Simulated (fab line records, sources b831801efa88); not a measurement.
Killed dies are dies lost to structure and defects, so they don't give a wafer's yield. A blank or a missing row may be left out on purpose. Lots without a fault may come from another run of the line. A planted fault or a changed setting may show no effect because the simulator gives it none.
Chamber matching | flow gf180mcu | GF_PASSIVATION_ETCH_11 on rie_diel-02: 4 sister chambers
The step etches the open film in CF4/O2, stops on TiN, target depth 2040 nm, time 453.3 s. 4 wafers are shown with their chamber, then 7 later ones without.

WAFERS WITH THEIR CHAMBER
wafer  | chamber | drypump_motor_current_A (A)
L633.2 | 2       | 5.43
L633.4 | 3       | 4.92
L635.1 | 0       | 5.00
L635.4 | 1       | 5.71

WAFERS WITHOUT THEIR CHAMBER
wafer  | drypump_motor_current_A (A)
L635.5 | 5.42
L639.1 | 5.73
L639.2 | 4.93
L639.3 | 4.98
L646.2 | 5.72
L646.4 | 5.00
L646.6 | 5.41

WHICH CHAMBER EACH WENT THROUGH
wafer  | from the rows above | in truth
L635.5 | 2                   | 2
L639.1 | 1                   | 1
L639.2 | 3                   | 3
L639.3 | 0                   | 0
L646.2 | 1                   | 1
L646.4 | 0                   | 0
L646.6 | 2                   | 2
Placed correctly: 7 of 7. Can't be placed from these rows: 0. Placed wrongly: 0.
How it was worked out, from the rows above alone: a wafer's distance from a chamber is the root of the sum, over the readings, of the square of ((its reading less the chamber's mean) divided by the reading's scatter). The wafer belongs to the nearest chamber; if the next one is less than 2 further off, it can't be placed. A chamber's mean is the mean of its shown wafers. The scatter: with one shown wafer a chamber, the root of the mean of the squares of how far each hidden wafer lies from its nearest shown one.
